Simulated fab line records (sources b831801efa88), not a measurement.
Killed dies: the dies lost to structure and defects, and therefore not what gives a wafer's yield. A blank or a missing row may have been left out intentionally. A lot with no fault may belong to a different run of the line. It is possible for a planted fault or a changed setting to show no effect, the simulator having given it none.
A lot that was struck, set against a sound lot || flow sky130 || 15 steps out of a route of 708
Sound: the wafers L225.1, L225.2, L225.4. Struck: wafer L239.5 (L239.1, L239.4, from the same lot, were not struck and are left out); the cause is given at the end.
For every step that has rows: the tool of each side, followed by ch and its chambers, followed by its first start. Under that, the readings that differ: sound wafers || struck wafers || difference of the means || sigmas: that difference in standard deviations of wafers without a fault.
alike: words and numbers the same on both sides, and readings whose means are apart by under 2 such deviations; not compared: readings that were withheld, readings missing a value for some wafer, numbers with overlapping values and no deviation given by the record, and bounds like >300 which may hide the same value.
A row with sigmas, a row that says differs or no value, or rows on one side alone: a step with any of these is where the two part. Non-overlapping numbers with no deviation appear without sigmas and do not part them. A reading that every wafer of one side lacks parts them only if that side has two wafers or more.

first, 8 steps without rows for these wafers: SKY_METAL2_DEHYDRATE_07 (time 60 s); SKY_METAL2_HMDS_08 (prime time 60 s); SKY_METAL2_COAT_09 (resist thk 60 nm); SKY_METAL2_COAT_10 (resist thk 450 nm); SKY_METAL2_SOFTBAKE_11 (time 90 s); SKY_METAL2_EXPOSE_12 (exposes mask MM2, target cd 140 nm); SKY_METAL2_PEB_13; SKY_METAL2_DEVELOP_14 (develop time 60 s).
SKY_METAL2_CD_MEAS_15 targets a cd of 140 nm.
  sound on cdSem-02, day 36 08:43; struck on cdSem-02, day 40 15:56
  alike: cdNm
SKY_METAL2_OVL_MEAS_16:
  sound on overlay-02, day 36 08:50; struck on overlay-01, day 40 16:04
  alike: METAL2_OVL
SKY_METAL2_DESCUM_17: chemistry O2, time 8 s.
  sound on rieMetal-01 ch 0,1, day 36 08:52; struck on rieMetal-01 ch 0, day 40 16:06
  alike: drypumpMotorCurrentA, oesProductAu
  not compared: rfHoursCounterH
SKY_METAL2_ETCH_18: etches BARC in N2/H2, stops on SiO2, time 45.9 s, target depth 60 nm.
  sound on rieMetal-01 ch 0,1, day 36 08:54; struck on rieMetal-01 ch 0, day 40 16:08
  alike: drypumpMotorCurrentA, oesProductAu, throttleValvePct
  not compared: rfHoursCounterH
SKY_METAL2_METAL_ETCH_19: etches the open film in Cl2/BCl3, stops on SiO2, target depth 360 nm, time 74.83 s.
  sound on rieMetal-01 ch 0,1, day 36 08:58; struck on rieMetal-01 ch 0, day 40 16:11
{"reading": "oesProductAu (a.u.)", "sound": "0.864 0.867 0.863", "struck": 0.793, "difference": -0.072, "sigmas": -12}
{"reading": "model.KrF-thick_of_METAL2_COAT_10.thkNm (nm)", "sound": "161.4 170 158.2", "struck": 239.1, "difference": "+75.9", "sigmas": ""}
{"reading": "model.etch.depthNm (nm)", "sound": "354.9 354.7 353.4", "struck": 303.7, "difference": -50.6, "sigmas": ""}
{"reading": "model.METAL2.featureDepthNm (nm)", "sound": "354.9 354.7 353.4", "struck": 303.7, "difference": -50.6, "sigmas": ""}
  alike: drypumpMotorCurrentA, throttleValvePct
  not compared: rfHoursCounterH
SKY_METAL2_STRIP_20: strips in O2/N2.
  sound on plasmaAsher-04 ch 0,1, day 36 09:03; struck on plasmaAsher-03 ch 1, day 40 16:17
{"reading": "oesProductAu (a.u.)", "sound": "0.338 0.356 0.346", "struck": 0.375, "difference": "+0.028", "sigmas": "+6"}
{"reading": "stripTimeToEndpointS (s)", "sound": "2.73 2.82 2.67", "struck": 3.58, "difference": "+0.84", "sigmas": "+16"}
  alike: drypumpMotorCurrentA
  not compared: rfHoursCounterH
then, 1 step without rows for these wafers: SKY_METAL2_STRIP_21 (strips in post etch residue remover, time 1200 s).

## WHERE THEY PART
First at SKY_METAL2_METAL_ETCH_19; last, within this record, at SKY_METAL2_STRIP_20.

WHY: the cause the simulator had injected
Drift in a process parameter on rieMetal-01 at SKY_METAL2_METAL_ETCH_19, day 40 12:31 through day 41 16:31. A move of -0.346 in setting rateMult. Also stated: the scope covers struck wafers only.
